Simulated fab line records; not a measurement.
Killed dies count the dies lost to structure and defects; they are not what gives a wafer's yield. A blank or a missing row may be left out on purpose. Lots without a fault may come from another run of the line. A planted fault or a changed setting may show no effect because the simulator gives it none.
One fault seen from 2 desks -- flow sky130 -- what lay behind the numbers comes last; until then each desk has only its own

## THE TOOL OWNER'S DESK: implanter-01
The tool's own readings at SKY_NWELL_IMPLANT_13: means of the sampled wafers that have a number, for each lot that ran on this tool. Marked OUT: a lot whose mean sits more than 4 standard deviations from the usual mean, which makes it out of limits; the brackets give that distance.
Columns: A = dose ions cm2 at SKY_NWELL_IMPLANT_13, usual 6.998e+11; B = end station pressure torr at SKY_NWELL_IMPLANT_13, usual 5.03e-06 Torr; C = faraday current uA at SKY_NWELL_IMPLANT_13, usual 3.95
lot,first seen here,A,B,C
L362,day 4 15:07,6.990e+11,4.98e-06,3.96
L364,day 5 01:10,7.001e+11,4.98e-06,3.99
L365,day 5 06:02,6.998e+11,5.08e-06,3.94
L366,day 5 13:52,6.993e+11,4.90e-06,3.89
L368,day 6 01:52,2.363e+11 (-99 or more) OUT,5.08e-06,1.32 (-35) OUT
L370,day 6 13:40,2.356e+11 (-99 or more) OUT,4.99e-06,1.34 (-35) OUT
L383,day 9 21:41,6.999e+11,4.74e-06,3.92
This desk finds L368, L370 out of limits, L368 being first, at day 6 01:52 (dose ions cm2 at SKY_NWELL_IMPLANT_13). L362, L364, L365, L366, L383: within limits.

## AT THE METROLOGY DESK
What the gauges read for every lot (on any tool): the sampled wafers with a number, averaged. Marked OUT: a lot whose mean sits more than 4 standard deviations from the usual mean, which makes it out of limits; the brackets give that distance.
Columns: A = NWELL_RS at SKY_NWELL_RS_MEAS_29, usual 624.2 ohm/sq; B = VT_ADJUST_LVTN_OVL at SKY_VT_ADJUST_LVTN_OVL_MEAS_07, usual -1.4 nm; C = VT_ADJUST_LVTN_2_TW at SKY_VT_ADJUST_LVTN_TW_MEAS_21, usual 187
lot,first seen here,A,B,C
L362,day 5 09:41,624.1,-1.5,187
L364,day 5 19:23,626.2,-1.6,189
L365,day 5 23:54,625.3,-1.0,189
L366,day 6 08:10,625.9,-3.2,190
L367,day 6 14:14,621.9,-1.3,182
L368,day 6 21:49,638.8 (+8.1) OUT,-0.8,184
L370,day 7 09:04,642.3 (+10) OUT,0.2,191
L371,day 7 12:40,626.4,-2.7,183
L377,day 9 09:38,626.2,-2.5,187
L378,day 9 09:56,622.2,-1.8,191
L383,day 10 20:36,621.6,-0.2,183
L385,day 11 06:26,625.6,-0.7,187
Per this desk, out of limits: L368, L370; the first was L368, day 6 21:49 (NWELL_RS at SKY_NWELL_RS_MEAS_29). L362, L364, L365, L366, L367, L371, L377, L378, L383, L385: within limits.

## BROUGHT TOGETHER
An alarm could have come from the tool owner's desk at day 6 01:52, on L368, L370.
Metrology desk: alarm possible at day 6 21:49 on L368, L370.
SKY_NWELL_IMPLANT_13 was run on implanter-01 by each of the lots named.

## WHAT THE SIMULATOR HAD INSERTED
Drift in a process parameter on implanter-01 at SKY_NWELL_IMPLANT_13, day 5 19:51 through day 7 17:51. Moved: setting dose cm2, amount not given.
Struck lots among those shown: L368, L370.
Delay (hours) between the fault's onset and each desk's first out-of-limits reading: 6 at the tool owner's desk, 26 at the metrology desk.
